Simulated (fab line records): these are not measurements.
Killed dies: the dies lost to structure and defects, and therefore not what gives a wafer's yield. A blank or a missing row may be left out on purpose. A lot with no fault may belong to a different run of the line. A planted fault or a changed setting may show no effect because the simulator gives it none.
Which tool was responsible? | flow sky130 | 33 wafers from 11 lots sampled at 4 of the route's 708 steps

== WHAT EACH GAUGE READ, for each wafer ==
SKY_CAP2M_RS_MEAS_03: measurement is done with a four-point probe. Usual: CAP2M_TIN_RS 6.93 ohm/sq, standard deviation 0.096.
lot  | measured     | on            | CAP2M_TIN_RS (ohm/sq) | flag
L840 | day 40 13:39 | film metro-02 | 7.08 6.94 7.08        |
L842 | day 41 07:44 | film metro-04 | 6.98 6.86 7.12        |
L846 | day 43 01:03 | film metro-03 | 6.81 6.76 6.82        |
L847 | day 43 02:02 | film metro-02 | 6.68 6.73 6.76        |
L848 | day 43 03:32 | film metro-03 | 6.94 6.98 6.86        |
L849 | day 43 08:30 | film metro-04 | 7.04 6.94 6.91        |
L852 | day 44 07:26 | film metro-02 | 6.96 6.96 6.82        |
L858 | day 45 15:57 | film metro-02 | 7.09 7.05 7.10        |
L859 | day 46 01:12 | film metro-02 | 6.83 6.89 6.85        |
L860 | day 46 02:38 | film metro-02 | 6.98 6.91 6.97        |
L861 | day 46 05:02 | film metro-02 | 6.90 6.89 6.80        |

SKY_METAL4_OVL_MEAS_14. Usual: METAL4_OVL 2 nm, standard deviation 6.3.
lot  | measured     | on         | METAL4_OVL (nm) | flag
L840 | day 42 14:52 | overlay-01 | -4 0 -4         |
L842 | day 43 08:37 | overlay-01 | 15 8 8          |
L846 | day 44 22:38 | overlay-02 | -2 1 -2         |
L847 | day 44 23:56 | overlay-01 | -2 -3 -1        |
L848 | day 45 01:45 | overlay-01 | 4 -5 0          |
L849 | day 45 05:37 | overlay-02 | 1 -4 -6         |
L852 | day 46 03:34 | overlay-02 | 4 11 13         |
L858 | day 47 10:28 | overlay-01 | 8 6 1           |
L859 | day 47 18:38 | overlay-02 | -10 -7 -5       |
L860 | day 47 20:08 | overlay-01 | 0 7 7           |
L861 | day 47 21:43 | overlay-02 | -6 -5 -4        |

== WHICH TOOL RAN EACH LOT (tool, then ch and the chambers of the sampled wafers, then the start) ==
lot  | SKY_METAL4_SPUTTER_00        | SKY_METAL4_SPUTTER_04
L840 | pvd sputter-01, day 40 13:19 | pvd sputter-01, day 40 13:25
L842 | pvd sputter-04, day 41 07:20 | pvd sputter-04, day 41 07:26
L846 | pvd sputter-02, day 43 00:42 | pvd sputter-02, day 43 00:49
L847 | pvd sputter-02, day 43 01:41 | pvd sputter-02, day 43 01:47
L848 | pvd sputter-01, day 43 03:11 | pvd sputter-01, day 43 03:17
L849 | pvd sputter-01, day 43 08:09 | pvd sputter-01, day 43 08:16
L852 | pvd sputter-04, day 44 07:06 | pvd sputter-04, day 44 07:12
L858 | pvd sputter-04, day 45 15:34 | pvd sputter-04, day 45 15:40
L859 | pvd sputter-04, day 46 00:50 | pvd sputter-04, day 46 00:56
L860 | pvd sputter-01, day 46 02:15 | pvd sputter-01, day 46 02:22
L861 | pvd sputter-02, day 46 04:41 | pvd sputter-02, day 46 04:47
- SKY_METAL4_SPUTTER_00: material Ti, target thk 15 nm, time 10 s.
- SKY_METAL4_SPUTTER_04: material TiN, target thk 70 nm, time 58.3 s.

== AS READ BY THE TOOLS THEMSELVES (means over the sampled wafers that have a number; for cases with no such wafer, the mark the record gives instead) ==
SKY_METAL4_SPUTTER_00. Usual: throttle valve pct 29.6 %, standard deviation 0.66.
lot  | tool           | throttle valve pct (%) | flag
L840 | pvd sputter-01 | 29.2                   |
L842 | pvd sputter-04 | 29.3                   |
L846 | pvd sputter-02 | 29.7                   |
L847 | pvd sputter-02 | 30.0                   |
L848 | pvd sputter-01 | 30.0                   |
L849 | pvd sputter-01 | 29.9                   |
L852 | pvd sputter-04 | 29.5                   |
L858 | pvd sputter-04 | 29.2                   |
L859 | pvd sputter-04 | 29.1                   |
L860 | pvd sputter-01 | 29.8                   |
L861 | pvd sputter-02 | 30.0                   |

SKY_METAL4_SPUTTER_04. Usual: throttle valve pct 29.6 %, standard deviation 0.67.
lot  | tool           | throttle valve pct (%) | flag
L840 | pvd sputter-01 | 29.2                   |
L842 | pvd sputter-04 | 29.3                   |
L846 | pvd sputter-02 | 29.8                   |
L847 | pvd sputter-02 | 30.0                   |
L848 | pvd sputter-01 | 29.9                   |
L849 | pvd sputter-01 | 29.9                   |
L852 | pvd sputter-04 | 29.4                   |
L858 | pvd sputter-04 | 29.2                   |
L859 | pvd sputter-04 | 29.1                   |
L860 | pvd sputter-01 | 29.9                   |
L861 | pvd sputter-02 | 30.2                   |

== THE ANSWER, worked out from the rows above alone ==
Rule: take the mean of a lot's wafers that have a number; if it is more than 3 standard deviations from the usual mean, the lot is off. Also off: a lot with no number at a reading for which 4 or more lots have one. The other lots that the step has rows for count as sound. First the gauges in route order, then the tools' own readings, where a lot's mean is used as printed above. At the first step where some lot is off, the reading lying furthest off is the one used; lots without a number count as furthest.
No lot is off on any of the readings shown, so nothing can be concluded from this.

== WHAT HAD BEEN PUT IN BY THE SIMULATOR ==
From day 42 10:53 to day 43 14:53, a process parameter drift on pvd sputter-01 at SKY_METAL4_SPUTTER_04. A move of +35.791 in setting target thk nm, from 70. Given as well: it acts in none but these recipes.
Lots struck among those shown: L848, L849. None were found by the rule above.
